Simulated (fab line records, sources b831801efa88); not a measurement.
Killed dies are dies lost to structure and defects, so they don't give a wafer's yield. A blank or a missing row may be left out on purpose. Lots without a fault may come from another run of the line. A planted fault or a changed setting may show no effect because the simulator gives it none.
Which tool did it? | flow sky130 | 9 lots, 27 wafers sampled, at 6 steps of a route of 708

WHAT THE GAUGES READ, wafer by wafer
SKY_VIA1_THK_MEAS_23: measures by xrf. Usual: VIA1_W_THK 265 nm, standard deviation 3.6.
lot  | measured     | on            | VIA1_W_THK (nm) | flag
L101 | day 35 13:45 | film_metro-04 | 264 263 263     |
L108 | day 37 08:59 | film_metro-02 | 270 269 266     |
L109 | day 37 22:58 | film_metro-04 | 267 270 264     |
L110 | day 38 01:03 | film_metro-01 | 263 266 270     |
L112 | day 38 16:48 | film_metro-04 | 267 263 268     |
L114 | day 39 09:59 | film_metro-04 | 268 265 258     |
L117 | day 40 07:52 | film_metro-01 | 271 265 269     |
L118 | day 40 11:49 | film_metro-04 | 257 265 265     |
L123 | day 41 12:31 | film_metro-01 | 264 260 268     |

SKY_CAP2M_RS_MEAS_03: measures by four-point-probe. Usual: CAP2M_TIN_RS 6.89 ohm/sq, standard deviation 0.1.
lot  | measured     | on            | CAP2M_TIN_RS (ohm/sq) | flag
L101 | day 41 07:03 | film_metro-03 | 6.87 6.88 6.71        |
L108 | day 42 21:41 | film_metro-03 | 6.93 6.97 6.91        |
L109 | day 43 12:23 | film_metro-02 | 6.75 6.74 6.68        |
L110 | day 43 13:37 | film_metro-04 | 6.94 6.85 6.87        |
L112 | day 44 03:14 | film_metro-02 | 6.94 6.87 6.87        |
L114 | day 44 19:25 | film_metro-03 | 6.77 6.79 6.82        |
L117 | day 45 13:43 | film_metro-02 | 7.91 8.07 7.81        | OFF
L118 | day 45 18:38 | film_metro-02 | 7.76 8.06 7.85        | OFF
L123 | day 46 15:48 | film_metro-02 | 7.03 6.79 6.95        |

SKY_CAP2M_THK_MEAS_04: measures by xrf. Usual: CAP2M_TIN_THK 196 nm, standard deviation 3.3.
lot  | measured     | on            | CAP2M_TIN_THK (nm) | flag
L101 | day 41 07:10 | film_metro-03 | 199 199 203        |
L108 | day 42 21:48 | film_metro-03 | 196 194 196        |
L109 | day 43 12:29 | film_metro-02 | 199 200 201        |
L110 | day 43 13:44 | film_metro-04 | 196 196 197        |
L112 | day 44 03:22 | film_metro-02 | 194 196 197        |
L114 | day 44 19:31 | film_metro-03 | 201 200 199        |
L117 | day 45 13:49 | film_metro-02 | 171 168 174        | OFF
L118 | day 45 18:44 | film_metro-02 | 173 167 172        | OFF
L123 | day 46 15:54 | film_metro-02 | 190 198 193        |

WHICH TOOL RAN EACH LOT (tool, then ch and the chambers of the sampled wafers, then the start)
lot  | SKY_METAL3_DESCUM_15              | SKY_METAL3_ETCH_16                | SKY_CAP2M_SPUTTER_02
L101 | rie_metal-04 ch 0, day 40 02:20   | rie_metal-04 ch 0, day 40 02:22   | pvd_sputter-04, day 41 06:56
L108 | rie_metal-03 ch 0,1, day 41 18:05 | rie_metal-03 ch 0,1, day 41 18:07 | pvd_sputter-01, day 42 21:33
L109 | rie_metal-02 ch 0, day 42 08:39   | rie_metal-02 ch 0, day 42 08:43   | pvd_sputter-04, day 43 12:15
L110 | rie_metal-04 ch 0,1, day 42 10:15 | rie_metal-04 ch 0,1, day 42 10:17 | pvd_sputter-01, day 43 13:29
L112 | rie_metal-04 ch 0,1, day 43 00:18 | rie_metal-04 ch 0,1, day 43 00:20 | pvd_sputter-01, day 44 03:08
L114 | rie_metal-02 ch 0,1, day 43 16:46 | rie_metal-02 ch 0,1, day 43 16:49 | pvd_sputter-04, day 44 19:15
L117 | rie_metal-03 ch 0, day 44 12:10   | rie_metal-03 ch 0, day 44 12:17   | pvd_sputter-04, day 45 13:34
L118 | rie_metal-03 ch 0,1, day 44 16:58 | rie_metal-03 ch 0,1, day 44 17:01 | pvd_sputter-04, day 45 18:29
L123 | rie_metal-02 ch 0,1, day 45 15:04 | rie_metal-02 ch 0,1, day 45 15:07 | pvd_sputter-02, day 46 15:39
- SKY_METAL3_DESCUM_15: chemistry O2, time 8 s.
- SKY_METAL3_ETCH_16: etches BARC in N2/H2, stops on SiO2, time 88.2 s, target depth 60 nm.
- SKY_CAP2M_SPUTTER_02: material TiN, target thk 200 nm, time 166.7 s.

WHAT THE TOOLS THEMSELVES READ (means of the sampled wafers that have a number; where no wafer has one, the mark that the record gives instead)
SKY_METAL3_DESCUM_15. Usual: drypump_motor_current_A 5.9 A, standard deviation 0.42; he_backside_leak_sccm 3.34 sccm, standard deviation 0.24; oes_product_au 0.983 a.u., standard deviation 0.0071.
lot  | tool         | drypump_motor_current_A (A) | he_backside_leak_sccm (sccm) | oes_product_au (a.u.) | flag
L101 | rie_metal-04 | 6.3                         | 3.49                         | 0.985                 |
L108 | rie_metal-03 | 5.7                         | 3.39                         | 0.972                 |
L109 | rie_metal-02 | 6.3                         | 3.36                         | 0.984                 |
L110 | rie_metal-04 | 5.6                         | 3.50                         | 0.985                 |
L112 | rie_metal-04 | 5.6                         | 3.54                         | 0.989                 |
L114 | rie_metal-02 | 6.2                         | 3.29                         | 0.981                 |
L117 | rie_metal-03 | 6.3                         | 3.12                         | 0.987                 |
L118 | rie_metal-03 | 5.7                         | 3.27                         | 0.977                 |
L123 | rie_metal-02 | 6.0                         | 3.21                         | 0.982                 |

SKY_METAL3_ETCH_16. Usual: drypump_motor_current_A 5.9 A, standard deviation 0.42; he_backside_leak_sccm 3.33 sccm, standard deviation 0.27; oes_product_au 0.625 a.u., standard deviation 0.0043; throttle_valve_pct 13.204 %, standard deviation 0.01.
lot  | tool         | drypump_motor_current_A (A) | he_backside_leak_sccm (sccm) | oes_product_au (a.u.) | throttle_valve_pct (%) | flag
L101 | rie_metal-04 | 6.3                         | 3.42                         | 0.623                 | 13.199                 |
L108 | rie_metal-03 | 5.7                         | 3.19                         | 0.629                 | 13.207                 |
L109 | rie_metal-02 | 6.3                         | 3.40                         | 0.625                 | 13.205                 |
L110 | rie_metal-04 | 5.6                         | 3.59                         | 0.621                 | 13.200                 |
L112 | rie_metal-04 | 5.6                         | 3.52                         | 0.625                 | 13.201                 |
L114 | rie_metal-02 | 6.2                         | 3.27                         | 0.623                 | 13.204                 |
L117 | rie_metal-03 | 6.3                         | 3.11                         | 0.625                 | 13.193                 |
L118 | rie_metal-03 | 5.7                         | 3.32                         | 0.627                 | 13.205                 |
L123 | rie_metal-02 | 6.0                         | 3.20                         | 0.621                 | 13.213                 |

SKY_CAP2M_SPUTTER_02. Usual: cathode_dc_power_W 6500.0 W, standard deviation 1.2; throttle_valve_pct 30.1 %, standard deviation 1.2.
lot  | tool           | cathode_dc_power_W (W) | throttle_valve_pct (%) | flag
L101 | pvd_sputter-04 | 6499.2                 | 29.0                   |
L108 | pvd_sputter-01 | 6500.7                 | 31.3                   |
L109 | pvd_sputter-04 | 6500.8                 | 28.8                   |
L110 | pvd_sputter-01 | 6500.2                 | 31.2                   |
L112 | pvd_sputter-01 | 6499.5                 | 31.4                   |
L114 | pvd_sputter-04 | 6500.4                 | 28.9                   |
L117 | pvd_sputter-04 | 5639.0                 | 29.2                   | OFF
L118 | pvd_sputter-04 | 5637.3                 | 29.2                   | OFF
L123 | pvd_sputter-02 | 6499.9                 | 29.8                   |

THE ANSWER, worked out from the rows above alone
Rule: a lot is off if the mean of its wafers that have a number lies more than 3 standard deviations from the usual mean. A lot without any number at a reading at which 4 lots or more have one is off too. The other lots that the step has rows for count as sound. The gauges are gone through in route order, then the tools' own readings, and for those a lot's mean is taken as printed above. The first step at which some lot is off is used, and at that step the reading that is off furthest; a lot without a number counts as furthest.
Off: L117, L118, at SKY_CAP2M_RS_MEAS_03 (CAP2M_TIN_RS).
A tool fits if, at a process step before that reading, it ran every lot that is off, and no sound lot after the first of them. The gauges at SKY_CAP2M_RS_MEAS_03 aren't tried: what is off there is off at SKY_CAP2M_SPUTTER_02 too, on other tools, and a gauge's error can't cause that. Can't be told from this: 2 tools fit, rie_metal-03 at SKY_METAL3_DESCUM_15 and SKY_METAL3_ETCH_16, pvd_sputter-04 at SKY_CAP2M_SPUTTER_02.

WHAT THE SIMULATOR HAD PUT IN
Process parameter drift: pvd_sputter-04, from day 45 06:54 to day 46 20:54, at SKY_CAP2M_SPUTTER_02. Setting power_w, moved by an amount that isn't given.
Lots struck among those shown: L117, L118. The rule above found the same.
